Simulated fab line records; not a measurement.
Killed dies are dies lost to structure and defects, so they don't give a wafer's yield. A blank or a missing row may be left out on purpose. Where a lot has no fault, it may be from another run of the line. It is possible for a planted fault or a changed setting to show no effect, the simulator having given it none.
2 desks looking at one fault -- flow gf180mcu -- what lay behind the numbers comes last; until then each desk has only its own

## METROLOGY DESK
Means of the sampled wafers that have a number, per lot and without regard to the tool the lot ran on: this is what the gauges read. Marked OUT: a lot whose mean sits more than 4 standard deviations from the usual mean, which makes it out of limits; the brackets give that distance.
Columns: A = SAB_CVD_00_THK at GF_SAB_THK_MEAS_01, usual 49.7 nm; B = cd_nm at GF_SAB_CD_MEAS_09, usual 419.6 nm; C = SAB_OVL at GF_SAB_OVL_MEAS_10, usual -0.4 nm
lot,first seen here,A,B,C
L309,day 14 23:08,49.3,416.3,-0.1
L315,day 17 08:26,49.9,418.3,-1.4
L323,day 19 23:16,50.5,418.7,-1.7
L326,day 21 00:32,50.5,422.2,1.1
L330,day 22 06:08,49.7,418.5,-1.6
This desk's verdict: no lot among the 5 shows anything out of limits.

## FOR THE TOOL OWNER'S DESK: wet_bench-03
The tool's own readings at GF_SAB_WET_ETCH_12 (etches SiO2 in dHF, target depth 22 nm, time 440 s): means of the sampled wafers that have a number, for each lot that ran on this tool. Marked OUT: a lot whose mean sits more than 4 standard deviations from the usual mean, which makes it out of limits; the brackets give that distance.
Columns: A = bath_heat_duty_pct at GF_SAB_WET_ETCH_12, usual 6.2 %; B = run_length_s at GF_SAB_WET_ETCH_12, usual 468 s; C = temp_c at GF_SAB_WET_ETCH_12, usual 24.97 C
lot,first seen here,A,B,C
L309,day 15 20:59,5.3,472,25.04
L315,day 18 06:58,5.2,231 (-66) OUT,25.04
L326,day 21 23:47,6.1,465,25.04
L330,day 23 05:35,5.5,467,25.05
This desk's finding: out of limits on L315; first on L315, day 18 06:58 (run_length_s at GF_SAB_WET_ETCH_12). L309, L326, L330 stayed within limits.

## PUT TOGETHER
An alarm could have come from the tool owner's desk at day 18 06:58, on L315.
The metrology desk saw nothing out of limits.
The metrology desk has L315 on record, within its limits.
The lots listed all ran GF_SAB_WET_ETCH_12 on wet_bench-03.

## WHAT THE SIMULATOR HAD INSERTED
wet_bench-03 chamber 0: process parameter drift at GF_SAB_WET_ETCH_12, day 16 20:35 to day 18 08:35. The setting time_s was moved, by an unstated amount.
Lots struck among those shown: L315.
How many hours passed from the start of the fault until each desk's first out-of-limits reading: the tool owner's desk, 34.
